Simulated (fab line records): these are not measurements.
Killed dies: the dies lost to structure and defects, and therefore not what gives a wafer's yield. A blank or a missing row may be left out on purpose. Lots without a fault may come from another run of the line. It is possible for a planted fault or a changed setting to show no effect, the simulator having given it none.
Which tool is to blame? + flow gf180mcu + Sampling: 6 lots, 18 wafers, 3 of 602 route steps

WHAT EACH GAUGE READ, for each wafer
GF_V1_CD_MEAS_14: the cd target is 260 nm.
| lot  | measured     | on        | cd nm (nm)        |
|------|--------------|-----------|-------------------|
| L216 | day 19 05:07 | cd sem-01 | 260.8 261.0 260.1 |
| L219 | day 20 12:16 | cd sem-01 | 258.8 258.8 259.2 |
| L221 | day 21 08:13 | cd sem-01 | 260.8 260.2 258.9 |
| L223 | day 21 23:15 | cd sem-01 | 261.1 260.4 260.2 |
| L226 | day 23 06:08 | cd sem-01 | 261.2 260.8 261.0 |
| L231 | day 24 18:05 | cd sem-02 | 255.1 253.6 253.9 |

WHICH TOOL RAN EACH LOT (tool, then ch and the chambers of the sampled wafers, then the start)
| lot  | GF_V1_CMP_04                  | GF_V1_SOFTBAKE_10                 |
|------|-------------------------------|-----------------------------------|
| L216 | cmp-01 ch 0,3, day 18 04:14   | litho track-04 ch 0, day 18 16:00 |
| L219 | cmp-01 ch 0,1,3, day 19 11:54 | litho track-03 ch 0, day 20 00:00 |
| L221 | cmp-01 ch 1,2,3, day 20 07:55 | litho track-03 ch 0, day 20 19:00 |
| L223 | cmp-02 ch 0,2,3, day 20 23:25 | litho track-02 ch 0, day 21 11:00 |
| L226 | cmp-01 ch 0,2, day 22 06:28   | litho track-02 ch 0, day 22 18:00 |
| L231 | cmp-02 ch 0,1, day 23 19:31   | litho track-02 ch 0, day 24 06:00 |
- GF_V1_CMP_04: polishes SiO2.
- GF_V1_SOFTBAKE_10: time 60 s.

THE ANSWER, worked out from the rows above alone
Rule: the usual values come from the lots themselves. The widest of any qualifying gaps counts: lots, ordered by their means at a reading, are off when they make up no more than a third of the lots, leave a main group of 4 or more, and stand apart from it by 3 or more times the standard deviation of that group's means. A main group is skipped when, at the precision printed for the reading in the tables above, its means are all equal. A lot without any number at a reading at which 4 lots or more have one is off too. Any other lot the step has rows for is counted as sound.
Off: L231 (GF_V1_CD_MEAS_14, cd nm). The main group: mean 260.2 nm, standard deviation 0.72.
A tool fits if, at a process step before that reading, it ran every lot that is off, and no sound lot after the first of them. Those tools and the gauges at GF_V1_CD_MEAS_14 are tried in the same way. Can't be told from this: 3 tools fit, cmp-02 at GF_V1_CMP_04, litho track-02 at GF_V1_SOFTBAKE_10, cd sem-02 at GF_V1_CD_MEAS_14.

WHAT WAS PUT IN BY THE SIMULATOR
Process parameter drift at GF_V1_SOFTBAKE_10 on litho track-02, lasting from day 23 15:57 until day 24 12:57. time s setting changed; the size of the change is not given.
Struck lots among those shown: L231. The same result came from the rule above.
